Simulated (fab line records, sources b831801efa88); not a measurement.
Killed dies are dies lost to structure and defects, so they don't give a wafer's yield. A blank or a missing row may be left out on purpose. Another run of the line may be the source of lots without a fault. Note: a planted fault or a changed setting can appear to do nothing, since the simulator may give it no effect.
Matching of chambers + flow gf180mcu + GF_CONTACT_CMP_04 on cmp-02: 4 sister chambers
The step polishes SiO2. 8 wafers are shown with their chamber, then 10 later ones without.

WAFERS, EACH WITH ITS CHAMBER
| wafer  | chamber | motor-current-A (A) | time-to-endpoint-s (s) |
|--------|---------|---------------------|------------------------|
| L586.1 | 1       | 12.6                | 122                    |
| L589.2 | 1       | 13.0                | 112                    |
| L589.3 | 0       | 11.4                | 117                    |
| L590.5 | 0       | 11.3                | 109                    |
| L596.5 | 3       | 11.8                | 115                    |
| L596.6 | 2       | 12.4                | 122                    |
| L601.1 | 2       | 11.9                | 123                    |
| L601.3 | 3       | 11.8                | 111                    |

WAFERS MISSING THEIR CHAMBER
| wafer  | motor-current-A (A) | time-to-endpoint-s (s) |
|--------|---------------------|------------------------|
| L601.4 | 11.6                | 113                    |
| L603.4 | 11.8                | 118                    |
| L603.5 | 12.9                | 124                    |
| L603.6 | 11.9                | 112                    |
| L604.2 | 11.2                | 128                    |
| L604.3 | 12.5                | 119                    |
| L604.6 | 11.6                | 126                    |
| L606.1 | 11.0                | 124                    |
| L606.3 | 12.5                | 117                    |
| L606.6 | 12.7                | 127                    |

WHICH CHAMBER EACH ONE RAN IN
| wafer  | from the rows above          | in truth |
|--------|------------------------------|----------|
| L601.4 | can't be placed: 3 or 0      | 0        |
| L603.4 | can't be placed: 3 or 2 or 0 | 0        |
| L603.5 | can't be placed: 1 or 2      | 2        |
| L603.6 | can't be placed: 3 or 0 or 2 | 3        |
| L604.2 | can't be placed: 0 or 3 or 2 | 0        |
| L604.3 | can't be placed: 1 or 2 or 3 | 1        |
| L604.6 | can't be placed: 2 or 3 or 0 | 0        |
| L606.1 | can't be placed: 0 or 3      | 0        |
| L606.3 | can't be placed: 1 or 2 or 3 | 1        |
| L606.6 | can't be placed: 1 or 2      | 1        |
Correctly placed: 0 of 10. Can't be placed from these rows: 10 (the true chamber is among the candidates in 10). Wrongly placed: 0.
How it was worked out, from the rows above alone: a wafer's distance from a chamber is the root of the sum, over the readings, of the square of ((its reading less the chamber's mean) divided by the reading's scatter). If the next closest chamber is less than 2 further off than the closest, the wafer can't be placed; otherwise it belongs to the closest. A chamber's mean is the mean of its shown wafers. The scatter: the root of (the sum of the squares of (reading less its chamber's mean) over the shown wafers, divided by (wafers less chambers)).
